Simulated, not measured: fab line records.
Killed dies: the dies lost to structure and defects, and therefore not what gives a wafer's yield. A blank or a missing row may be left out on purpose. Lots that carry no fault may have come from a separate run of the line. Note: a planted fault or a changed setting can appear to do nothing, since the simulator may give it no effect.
Chamber matching + flow gf180mcu + 3 sister chambers for GF_MIM_CVD_05 on pecvd-04
The step deposits Si3N4, target thk 42 nm, time 29.086 s. 6 wafers are shown with their chamber, then 9 later ones without.

== EACH WAFER AND ITS CHAMBER ==
| wafer  | chamber | heater-power-w (W) |
|--------|---------|--------------------|
| L333.6 | 2       | 656                |
| L340.5 | 0       | 508                |
| L340.6 | 1       | 665                |
| L341.1 | 0       | 439                |
| L341.4 | 2       | 679                |
| L341.6 | 1       | 626                |

== WAFERS WITHOUT THEIR CHAMBER ==
| wafer  | heater-power-w (W) |
|--------|--------------------|
| L343.2 | 460                |
| L343.4 | 656                |
| L343.6 | 458                |
| L344.3 | 472                |
| L344.4 | 620                |
| L344.5 | 462                |
| L345.1 | 682                |
| L345.3 | 709                |
| L345.4 | 684                |

== WHICH CHAMBER EACH WENT THROUGH ==
| wafer  | from the rows above     | in truth |
|--------|-------------------------|----------|
| L343.2 | 0                       | 0        |
| L343.4 | can't be placed: 1 or 2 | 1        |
| L343.6 | 0                       | 0        |
| L344.3 | 0                       | 0        |
| L344.4 | can't be placed: 1 or 2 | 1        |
| L344.5 | 0                       | 0        |
| L345.1 | can't be placed: 2 or 1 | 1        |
| L345.3 | can't be placed: 2 or 1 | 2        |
| L345.4 | can't be placed: 2 or 1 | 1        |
Correctly placed: 4 of 9. Cannot be placed on the basis of these rows: 5; the candidates contain the true chamber in 5. 0 placed wrongly.
How it was worked out, from the rows above alone: a wafer's distance from a chamber is the root of the sum, over the readings, of the square of ((its reading less the chamber's mean) divided by the reading's scatter). The wafer belongs to the nearest chamber; if the next one is less than 2 further off, it can't be placed. Each chamber's mean is taken over the wafers shown for it. The scatter is the square root of a quotient: the sum, over the shown wafers, of each reading's squared deviation from its chamber's mean, divided by wafers minus chambers.
